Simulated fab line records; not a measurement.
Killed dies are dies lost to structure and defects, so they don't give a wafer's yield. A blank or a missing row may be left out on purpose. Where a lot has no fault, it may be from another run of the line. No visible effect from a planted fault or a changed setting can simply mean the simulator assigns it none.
Code-filled problem report in 8D (eight disciplines) form ; flow sky130 ; the parts of the form that need people (team, actions taken, sign-off) are left out

1. THE PROBLEM
At SKY_VT_ADJUST_NCORE_CD_MEAS_07, cdNm averages 358.4 nm over 4 wafers from 3 lots, while fault-free wafers read 379.8 nm, standard deviation 2.4. Relative to the usual mean, that is a shift of -8.9 standard deviations.
The step: target cd 380 nm.
First observed at day 9 11:34: wafer L616.1, on cdSem-01. The record has a number at this step for 38 wafers belonging to 13 lots. The rule behind "out" and "out of limits": a value lying over 4 standard deviations away from the usual mean. The rest of the wafers with a number are treated as sound.

2. WHAT IT IS, AND WHAT IT ISN'T
question;is;is not
which readings at this step;cdNm;-
which lots;L616, L617, L619;L613, L614, L615, L626, L628, L630, L631, L632, L633, L634
which wafers of those lots;L616.1, L616.2, L617.1, L619.2;L616.5, L617.6, L619.5, L619.6
read on which gauges;cdSem-01, cdSem-02;-
when;from day 9 11:34;"up to then (10 sound wafers); but 24 sound wafers of L617, L619, L626, L628, L630, L631, L632, L633, L634 came after"

3. WHAT RULES OUT EACH SUSPECT
Counting: if a tool at a process step up to the reading ran every lot that is out, it stays a suspect. Sound lots after the first of them don't rule it out here, since some wafers of a struck lot are sound.
- the gauge at SKY_VT_ADJUST_NCORE_CD_MEAS_07 is ruled out. The wafers that are out were read on 2 gauges (cdSem-01, cdSem-02).
- ilineStepper-01 at SKY_VT_ADJUST_NCORE_EXPOSE_04 (exposes mask LVTN COMPLEMENT THIN, target cd 380 nm): kept. It ran every lot that is out, first L616 (day 9 02:25); its last sound lot up to then is L615 (day 8 23:15).
After counting, what remains is ilineStepper-01 at SKY_VT_ADJUST_NCORE_EXPOSE_04.

4. THE CAUSE (what the simulator had put in)
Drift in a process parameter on ilineStepper-01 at SKY_VT_ADJUST_NCORE_EXPOSE_04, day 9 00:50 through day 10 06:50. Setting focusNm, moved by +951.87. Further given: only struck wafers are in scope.
This tool alone remained once counting was done.

5. THE CHAIN OF EFFECTS, in route order
Rows list readings where the struck wafers' mean (over those with a number) sits beyond 3 standard deviations from the usual. Only readings whose record carries a usual standard deviation are examined. hours: median over the lots of the time between each lot's start at the first step of this table that gives one and its start at this step. sigmas: the change, counted in usual standard deviations.
hours;step;reading;usual;on struck wafers;change;sigmas
0;SKY_VT_ADJUST_NCORE_CD_MEAS_07;cdNm;379.8 nm;358.4;-21.4;-8.9
At these later measuring or inspecting steps, every struck wafer for which the step has a row has a number for every such reading, and none has moved that far: SKY_VT_ADJUST_HVTR_TW_MEAS_11, SKY_POLY_GATE_THK_MEAS_04.

6. WHAT WOULD HAVE CAUGHT IT SOONER
11 hours passed between the start of the fault at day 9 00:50 and the first reading out of limits at a measuring or inspecting step in this record, taken at day 9 11:34.
No tool reading at SKY_VT_ADJUST_NCORE_EXPOSE_04 that has a usual standard deviation in the record was out on any struck wafer, so an alarm limit of 4 standard deviations on those readings would not have fired.
Among the 3 lots that are out, L619 began SKY_VT_ADJUST_NCORE_EXPOSE_04 on ilineStepper-01 after day 9 11:34. Putting the tool on hold at that point would have spared it.
